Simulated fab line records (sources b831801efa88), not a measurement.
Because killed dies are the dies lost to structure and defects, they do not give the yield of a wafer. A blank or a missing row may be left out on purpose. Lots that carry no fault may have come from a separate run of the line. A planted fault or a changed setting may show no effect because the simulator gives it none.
fab line records	flow sky130
record lots=12	wafers=36	last-day=50
route steps=708 shown RES_PROTECT@214 LDD_HVP@286 POLY_CUT@315 SD_P@330
lots that met no fault: from a run of the same line without faults
start-h: start of the lot's first displayed wafer, in hours after the record's first day	wait-h: how many hours have passed since the lot's step before this one	" unchanged from the row above	L1.1+2: one row covering several wafers at once	- no value present, or no start provided	* or withheld: withheld	< > ~ a bound
route shown NAME@n: a module of which the file shows steps, and the number in the route of the first	usual: mean and standard deviation over wafers with no fault	same: alike in all rows	chamber/n: place in a boat	sites: readings site by site	_std_site: standard deviation across them	_edge_site: outer sites' mean less inner sites'	radius-mm: how far each site lies from the wafer's centre	mask NAME#n: copy n	behind: tool/chamber where the wafer was last shaped	hold: reason for holding the lot/hours on hold/outcome of the hold	device: whichever transistor did not switch (one of n, p or np)	end of line: the route-end tests of the same wafers	step lacking rows: just its recipe	killed: count of dies lost to structure and defects at first sort (not the wafer's yield)	map: the dies of a wafer, with x for killed, . for not killed, _ for no die there
set.NAME: the run value of the setting; set.NAME@STEP: its run value at that earlier step	model.NAME: the simulator's own value behind a step, which no gauge read
a sample of lots followed through the steps of the route, with each step as a table and each wafer as a row
services: from which hour (start-h, from the record's first day; less than 0 if before it) a tool's chamber was out of use, for how many hours, and why
## steps
# step SKY_RES_PROTECT_STRIP_07
# recipe chemistry=O2/N2	power-w=1400	pressure-mtorr=1500	platen-temp-c=withheld	o2-flow-sccm=3000	n2-flow-sccm=300	overash-fraction=0.5
# usual drypump-motor-current-A=5.8/0.37	oes-product-au=0.519/0.0044	strip-time-to-endpoint-s=23.20/0.052
lot.wafer	tool	chamber	start-h	wait-h	drypump-motor-current-A	oes-product-au	rf-hours-counter-h	strip-time-to-endpoint-s
L732.2	plasma-asher-03	1	330.87	0.1	5.6	0.528	54	23.27
L732.3	"	0	"	"	6.3	0.517	-	23.23
L732.5	"	1	"	"	5.6	0.511	-	23.29
L735.1	plasma-asher-03	1	359.41	0.1	5.6	0.518	57	23.23
L735.5	"	1	"	"	5.6	0.522	-	23.20
L735.6	"	0	"	"	6.3	0.517	-	23.18
L736.1	plasma-asher-01	0	371.21	0.1	5.5	0.526	69	23.27
L736.3	"	1	"	"	6.3	0.515	-	23.28
L736.5	"	0	"	"	5.5	0.530	-	23.30
L740.1	plasma-asher-03	0	407.51	0.1	6.3	0.523	62	23.13
L740.4	"	0	"	"	6.3	0.523	-	23.19
L740.5	"	1	"	"	5.6	0.512	-	23.15
L739.2	plasma-asher-01	1	407.61	0.1	6.3	0.525	72	23.20
L739.3	"	1	"	"	6.2	0.525	-	23.23
L739.6	"	0	"	"	5.5	0.515	-	23.23
L744.2	plasma-asher-04	0	443.72	0.1	5.9	0.508	77	23.11
L744.4	"	0	"	"	5.9	0.518	-	23.14
L744.5	"	0	"	"	5.9	0.520	-	23.14
L745.1	plasma-asher-04	0	447.96	0.1	5.9	0.513	78	23.20
L745.2	"	1	"	"	5.3	0.516	78	23.16
L745.5	"	0	"	"	5.9	0.519	-	23.19
L746.1	plasma-asher-03	0	457.66	0.1	6.3	0.518	65	23.16
L746.3	"	0	"	"	6.3	0.516	-	23.18
L746.5	"	0	"	"	6.3	0.513	-	23.18
L749.1	plasma-asher-04	1	488.56	0.1	5.3	0.526	82	23.23
L749.3	"	0	"	"	5.9	0.517	-	23.18
L749.6	"	1	"	"	5.3	0.527	-	23.16
L750.1	plasma-asher-03	0	488.56	0.1	6.3	0.514	68	23.30
L750.2	"	1	"	"	5.6	0.524	68	23.28
L750.6	"	1	"	"	5.6	0.518	-	23.24
L753.1	plasma-asher-03	0	510.16	0.1	6.3	0.513	71	23.26
L753.2	"	1	"	"	5.6	0.516	71	23.27
L753.6	"	0	"	"	6.3	0.526	-	23.21
L754.1	plasma-asher-04	1	524.66	0.1	5.3	0.516	85	23.14
L754.2	"	0	"	"	5.9	0.516	85	23.09
L754.5	"	0	"	"	5.9	0.525	-	23.12
# step SKY_LDD_HVP_IMPLANT_08
# recipe species=B	energy-kev=20	dose-cm2=1.7e+13	tilt-deg=17.9
# usual dose-ions-cm2=1.7e+13/1.7e+10	faraday-current-uA=95.5/2
lot.wafer	tool	chamber	start-h	wait-h	dose-ions-cm2	faraday-current-uA
L732.2	implanter-03	0	479.80	0.0	1.7025e+13	96.0
L732.3	"	0	"	"	1.7037e+13	95.2
L732.5	"	0	"	"	1.7024e+13	93.2
L735.1	implanter-02	0	513.53	0.0	1.7029e+13	95.5
L735.5	"	0	"	"	1.7014e+13	94.0
L735.6	"	0	"	"	1.7028e+13	94.5
L736.1	implanter-03	0	525.61	0.0	1.6996e+13	94.8
L736.3	"	0	"	"	1.7004e+13	94.8
L736.5	"	0	"	"	1.6979e+13	95.9
L740.1	implanter-01	0	562.64	0.0	1.698e+13	97.8
L740.4	"	0	"	"	1.7016e+13	96.2
L740.5	"	0	"	"	1.698e+13	93.2
L739.2	implanter-03	0	563.65	0.0	1.7016e+13	95.8
L739.3	"	0	"	"	1.6983e+13	99.7
L739.6	"	0	"	"	1.6995e+13	95.6
L744.2	implanter-01	0	598.08	0.0	1.7033e+13	95.9
L744.4	"	0	"	"	1.7014e+13	95.4
L744.5	"	0	"	"	1.702e+13	95.6
L745.1	implanter-03	0	602.44	0.0	1.2016e+13	67.7
L745.2	"	0	"	"	1.2038e+13	67.5
L745.5	"	0	"	"	1.2027e+13	67.5
L746.1	implanter-03	0	610.32	0.0	1.2014e+13	67.3
L746.3	"	0	"	"	1.2042e+13	70.0
L746.5	"	0	"	"	1.2024e+13	67.8
L749.1	implanter-02	0	641.79	0.0	1.7013e+13	96.8
L749.3	"	0	"	"	1.6983e+13	94.3
L749.6	"	0	"	"	1.7005e+13	95.5
L750.1	implanter-02	0	642.91	0.0	1.698e+13	97.1
L750.2	"	0	"	"	1.6988e+13	99.6
L750.6	"	0	"	"	1.7007e+13	95.9
L753.1	implanter-01	0	663.21	0.0	1.6984e+13	96.1
L753.2	"	0	"	"	1.6991e+13	95.9
L753.6	"	0	"	"	1.7006e+13	97.0
L754.1	implanter-02	0	675.91	0.0	1.7015e+13	94.3
L754.2	"	0	"	"	1.7009e+13	97.2
L754.5	"	0	"	"	1.7006e+13	94.5
# step SKY_LDD_HVP_TW_MEAS_10
# usual LDD_HVP_TW=461.3/2.3
lot.wafer	tool	chamber	start-h	wait-h	LDD_HVP_TW
L732.2	film-metro-01	-	480.03	0.1	462.3
L732.3	"	-	"	"	461.2
L732.5	"	-	"	"	462.2
L735.1	film-metro-04	-	513.78	0.1	460.1
L735.5	"	-	"	"	462.5
L735.6	"	-	"	"	459.8
L736.1	film-metro-01	-	525.86	0.1	460.8
L736.3	"	-	"	"	461.7
L736.5	"	-	"	"	462.4
L740.1	film-metro-04	-	562.89	0.1	461.7
L740.4	"	-	"	"	462.2
L740.5	"	-	"	"	461.2
L739.2	film-metro-04	-	563.88	0.1	463.2
L739.3	"	-	"	"	462.3
L739.6	"	-	"	"	461.5
L744.2	film-metro-04	-	598.32	0.1	464.1
L744.4	"	-	"	"	464.4
L744.5	"	-	"	"	463.9
L745.1	film-metro-03	-	602.69	0.1	414.3
L745.2	"	-	"	"	414.4
L745.5	"	-	"	"	413.2
L746.1	film-metro-03	-	610.57	0.1	411.6
L746.3	"	-	"	"	411.9
L746.5	"	-	"	"	413.8
L749.1	film-metro-01	-	642.04	0.1	459.1
L749.3	"	-	"	"	458.3
L749.6	"	-	"	"	459.9
L750.1	film-metro-01	-	643.16	0.1	459.9
L750.2	"	-	"	"	460.5
L750.6	"	-	"	"	459.4
L753.1	film-metro-04	-	663.46	0.1	465.9
L753.2	"	-	"	"	461.8
L753.6	"	-	"	"	463.5
L754.1	film-metro-04	-	676.16	0.1	461.2
L754.2	"	-	"	"	464.4
L754.5	"	-	"	"	462.6
# step SKY_POLY_CUT_CD_MEAS_08
# recipe target-cd-nm=270
# usual cd-nm=270.3/1.4
lot.wafer	tool	chamber	start-h	wait-h	cd-nm
L732.2	cd-sem-02	-	543.22	-	269.8
L732.3	"	-	"	"	270.9
L732.5	"	-	"	"	269.4
L735.1	cd-sem-01	-	575.63	-	269.7
L735.5	"	-	"	"	270.5
L735.6	"	-	"	"	271.5
L736.1	cd-sem-01	-	587.56	-	270.1
L736.3	"	-	"	"	270.5
L736.5	"	-	"	"	270.3
L740.1	cd-sem-01	-	623.12	-	268.4
L740.4	"	-	"	"	268.2
L740.5	"	-	"	"	267.9
L739.2	cd-sem-01	-	624.61	-	267.8
L739.3	"	-	"	"	269.3
L739.6	"	-	"	"	268.9
L744.2	cd-sem-01	-	660.27	-	269.5
L744.4	"	-	"	"	270.8
L744.5	"	-	"	"	270.1
L745.1	cd-sem-01	-	664.70	-	271.9
L745.2	"	-	"	"	271.1
L745.5	"	-	"	"	271.1
L746.1	cd-sem-01	-	673.35	-	268.4
L746.3	"	-	"	"	269.6
L746.5	"	-	"	"	270.3
L749.1	cd-sem-02	-	700.89	-	270.6
L749.3	"	-	"	"	273.0
L749.6	"	-	"	"	272.3
L750.1	cd-sem-01	-	702.64	-	270.2
L750.2	"	-	"	"	270.1
L750.6	"	-	"	"	270.1
L753.1	cd-sem-01	-	721.35	-	271.6
L753.2	"	-	"	"	272.3
L753.6	"	-	"	"	271.4
L754.1	cd-sem-01	-	736.27	-	269.5
L754.2	"	-	"	"	269.4
L754.5	"	-	"	"	269.2
# step SKY_SD_P_STRIP_10
# recipe chemistry=O2/N2	power-w=1400	pressure-mtorr=1500	platen-temp-c=withheld	o2-flow-sccm=3000	n2-flow-sccm=300	overash-fraction=0.5
# usual drypump-motor-current-A=5.8/0.38	oes-product-au=0.618/0.0041	strip-time-to-endpoint-s=17.52/0.036
lot.wafer	tool	chamber	start-h	wait-h	drypump-motor-current-A	oes-product-au	rf-hours-counter-h	strip-time-to-endpoint-s
L732.2	plasma-asher-04	0	573.06	0.1	5.9	0.619	90	17.51
L732.3	"	0	"	"	5.9	0.617	-	17.54
L732.5	"	1	"	"	5.3	0.616	-	17.51
L735.1	plasma-asher-03	1	605.78	0.1	5.6	0.611	80	17.52
L735.5	"	0	"	"	6.3	0.617	-	17.51
L735.6	"	1	"	"	5.6	0.615	-	17.51
L736.1	plasma-asher-04	1	616.91	0.1	5.3	0.621	94	17.52
L736.3	"	1	"	"	5.3	0.622	-	17.51
L736.5	"	1	"	"	5.3	0.623	-	17.49
L740.1	plasma-asher-03	0	653.51	0.1	6.3	0.619	85	17.49
L740.4	"	0	"	"	6.3	0.617	-	17.47
L740.5	"	0	"	"	6.3	0.623	-	17.51
L739.2	plasma-asher-04	0	654.71	0.1	5.9	0.611	97	17.49
L739.3	"	0	"	"	5.9	0.613	-	17.51
L739.6	"	0	"	"	5.9	0.625	-	17.58
L744.2	plasma-asher-04	0	688.91	0.1	5.9	0.617	101	17.53
L744.4	"	1	"	"	5.3	0.617	-	17.54
L744.5	"	0	"	"	5.9	0.621	-	17.54
L745.1	plasma-asher-03	1	693.66	0.1	5.6	0.616	89	17.57
L745.2	"	0	"	"	6.3	0.625	89	17.55
L745.5	"	1	"	"	5.6	0.619	-	17.55
L746.1	plasma-asher-03	1	701.13	0.1	5.6	0.619	89	17.54
L746.3	"	1	"	"	5.6	0.618	-	17.56
L746.5	"	1	"	"	5.6	0.619	-	17.54
L749.1	plasma-asher-01	0	728.48	0.1	5.5	0.621	30	17.59
L749.3	"	1	"	"	6.3	0.622	-	17.55
L749.6	"	0	"	"	5.5	0.619	-	17.53
L750.1	plasma-asher-04	0	730.53	0.1	5.9	0.625	105	17.44
L750.2	"	1	"	"	5.3	0.623	105	17.52
L750.6	"	0	"	"	5.9	0.620	-	17.50
L753.1	plasma-asher-01	0	749.41	0.1	5.5	0.620	33	17.48
L753.2	"	1	"	"	6.3	0.613	33	17.48
L753.6	"	1	"	"	6.3	0.617	-	17.46
L754.1	plasma-asher-01	0	764.61	0.1	5.5	0.619	34	17.54
L754.2	"	1	"	"	6.3	0.617	34	17.56
L754.5	"	0	"	"	5.6	0.615	-	17.54
## services
tool	chamber	start-h	hours	kind
plasma-asher-01	-	365.66	2.8	pm
plasma-asher-01	-	421.25	9.0	pm
plasma-asher-03	-	435.47	15.6	pm
implanter-01	-	518.75	14.1	repair
implanter-03	-	537.88	3.1	pm
plasma-asher-04	-	541.65	1.7	repair
implanter-02	-	561.66	1.9	repair
implanter-01	-	575.00	2.8	repair
implanter-03	-	591.42	2.3	repair
implanter-02	-	596.53	0.5	repair
implanter-02	-	611.19	4.9	pm
plasma-asher-04	-	619.48	2.8	pm
implanter-01	-	619.66	4.2	pm
implanter-01	-	645.82	2.8	pm
implanter-02	-	657.51	1.5	repair
implanter-03	-	660.38	0.5	repair
implanter-03	-	677.86	4.6	repair
implanter-03	-	680.72	6.2	repair
plasma-asher-03	-	695.32	1.9	repair
implanter-02	-	717.05	1.5	repair
implanter-03	-	725.66	4.6	repair
plasma-asher-04	-	733.75	9.0	pm
plasma-asher-04	0	733.75	9.0	vent-cycle
implanter-01	-	755.77	1.8	repair
## key
first-sign step=SKY_LDD_HVP_IMPLANT_08	reading=dose-ions-cm2	direction=down	sigmas=99+	usual=*	struck=*
effect step=SKY_LDD_HVP_IMPLANT_08	reading=faraday-current-uA	direction=down	sigmas=14	usual=95.5	struck=68.0
effect step=SKY_LDD_HVP_TW_MEAS_10	reading=LDD_HVP_TW	direction=down	sigmas=21	usual=461.3	struck=413.2
met-at SKY_LDD_HVP_IMPLANT_08
struck-lots L745,L746
tester-left-out L745,L746
not-acting-at SKY_RES_PROTECT_STRIP_07,SKY_POLY_CUT_CD_MEAS_08,SKY_SD_P_STRIP_10
onset-between 563.65 602.44
fault kind=process-parameter-drift	tool=implanter-03	chamber=-	onset-h=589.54	steps=SKY_LDD_HVP_IMPLANT_08	channel=dose-cm2	offset=*	shape=step	end-h=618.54	acts-in=*	stated=*
# tester-left-out: of these lots the tester's yield and bins aren't shown, on N5 and GAA mostly nor the transistor test; their killed dies are dies lost to structure and defects alone, not to doping, threshold or leakage, so they don't give the yield
